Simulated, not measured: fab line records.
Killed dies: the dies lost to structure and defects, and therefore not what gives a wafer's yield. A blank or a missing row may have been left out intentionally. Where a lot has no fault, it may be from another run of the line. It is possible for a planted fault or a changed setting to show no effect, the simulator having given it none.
Which tool did it? ; flow sky130 ; Sampling: 6 lots, 18 wafers, 3 of 708 route steps

## WHAT THE GAUGES READ, wafer by wafer
SKY_VIA3_THK_MEAS_01.
lot;measured;on;VIA3_HDPCVD_THK (nm)
L171;day 39 09:25;filmMetro-01;1628 1622 1618
L172;day 39 22:30;filmMetro-04;1640 1626 1621
L177;day 40 22:58;filmMetro-01;1626 1644 1634
L179;day 41 18:42;filmMetro-04;1637 1639 1642
L184;day 43 01:00;filmMetro-01;1632 1199 1227
L191;day 44 18:50;filmMetro-01;1639 1657 1658

## WHAT TOOL EACH LOT RAN ON (gives the tool, then ch and the chambers of the sampled wafers, and finally the start)
lot;SKY_VIA2_CVD_21;SKY_VIA3_HDPCVD_00
L171;cvdW-02 ch 0,1, day 37 04:52;hdpcvd-01 ch 0,2, day 39 09:14
L172;cvdW-01 ch 0,1, day 37 17:50;hdpcvd-02 ch 0,1, day 39 22:20
L177;cvdW-01 ch 0,1, day 38 17:43;hdpcvd-01 ch 0,1,2, day 40 22:47
L179;cvdW-01 ch 0,1, day 39 15:34;hdpcvd-01 ch 0,1, day 41 18:26
L184;cvdW-01 ch 0,1, day 40 23:58;hdpcvd-02 ch 0,1,2, day 43 00:50
L191;cvdW-02 ch 1, day 42 18:24;hdpcvd-01 ch 0,1,2, day 44 18:40
- SKY_VIA2_CVD_21: deposits W, target thk 420 nm, time 126.4 s.
- SKY_VIA3_HDPCVD_00: deposits SiO2, target thk 1635 nm, time 272.5 s.

## THE ANSWER, worked out from the rows above alone
Rule: the usual values come from the lots themselves. The widest of any qualifying gaps counts: lots, ordered by their means at a reading, are off when they make up no more than a third of the lots, leave a main group of 4 or more, and stand apart from it by 3 or more times the standard deviation of that group's means. Not used: any main group whose means are identical at the precision the tables above print for the reading. A lot without any number at a reading at which 4 lots or more have one is off too. The other lots that the step has rows for count as sound.
Off: L184, at SKY_VIA3_THK_MEAS_01 (VIA3_HDPCVD_THK). The main group has a mean of 1635 nm with a standard deviation of 9.7.
If a tool, at a process step before that reading, ran all the lots that are off and no sound lot after the first of them, it fits. The gauges at SKY_VIA3_THK_MEAS_01 are tried like those tools. This does not decide it: 2 tools fit, namely cvdW-01 at SKY_VIA2_CVD_21 and hdpcvd-02 at SKY_VIA3_HDPCVD_00.

## WHAT THE SIMULATOR HAD INSERTED
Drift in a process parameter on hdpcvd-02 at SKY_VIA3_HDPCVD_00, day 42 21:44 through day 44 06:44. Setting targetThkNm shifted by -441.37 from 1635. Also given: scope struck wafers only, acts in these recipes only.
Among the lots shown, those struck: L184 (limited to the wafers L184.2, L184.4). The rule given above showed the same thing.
